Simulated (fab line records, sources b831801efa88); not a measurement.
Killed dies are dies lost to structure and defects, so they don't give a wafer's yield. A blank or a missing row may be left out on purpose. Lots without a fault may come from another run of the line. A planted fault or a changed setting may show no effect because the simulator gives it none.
Problem report in the 8D (eight disciplines) form, filled by code | flow gf180mcu | the parts of the form that need people (team, actions taken, sign-off) are left out

1. THE PROBLEM
tilt_deg at GF_PSD_IMPLANT_09 reads a mean of 5.776 degrees on 6 wafers of 2 lots; wafers without a fault read 6.998 degrees with a standard deviation of 0.019. That is -64 standard deviations from the usual mean.
First seen on wafer L162.2, day 16 07:22, on implanter-03. The record holds 42 wafers of 14 lots with a number at this step. Rule for "out", or "out of limits": more than 4 standard deviations from the usual mean. The other wafers with a number count as sound.

2. WHAT IT IS AND WHAT IT IS NOT
question                    | is                     | is not
which readings at this step | tilt_deg               | -
which lots                  | L162, L163             | L156, L157, L168, L169, L170, L172, L173, L174, L176, L177, L178, L179
which wafers of those lots  | all that have a number | -
read on which tools         | implanter-03           | implanter-02, implanter-04
when                        | from day 16 07:22      | up to then (6 sound wafers); but 30 sound wafers of L168, L169, L170, L172, L173, L174, L176, L177, L178, L179 came after

3. SUSPECTS, AND WHAT RULES EACH OUT
Counting: a tool at a process step up to the reading stays a suspect if it ran every lot that is out and no sound lot after the first of them.
- implanter-03 at GF_PSD_IMPLANT_09: ruled out as a lasting fault. Sound lots L174, L178, L179 ran on it after its first lot that is out, L162 (day 16 07:22).
Left after counting: nothing in the record.

4. THE CAUSE (what the simulator had put in)
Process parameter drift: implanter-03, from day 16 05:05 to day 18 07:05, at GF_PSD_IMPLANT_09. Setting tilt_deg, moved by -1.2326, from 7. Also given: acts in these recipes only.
Counting ruled it out, wrongly.

5. THE CHAIN OF EFFECTS, in route order
Each row: a reading whose mean over the struck wafers that have a number lies more than 3 standard deviations from the usual. Only readings for which the record gives a usual standard deviation are gone through. hours: the time from each lot's start at the first step in this table that gives one to its start at this step, as a median over the lots. sigmas: the change in usual standard deviations.
hours | step              | reading  | usual         | on struck wafers | change | sigmas
0     | GF_PSD_IMPLANT_09 | tilt_deg | 6.998 degrees | 5.776            | -1.222 | -64
The process steps in it:
- GF_PSD_IMPLANT_09

6. WHAT WOULD HAVE CAUGHT IT SOONER
In this record the first reading out of limits was taken at day 16 07:22, 2 hours after the fault began at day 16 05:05.
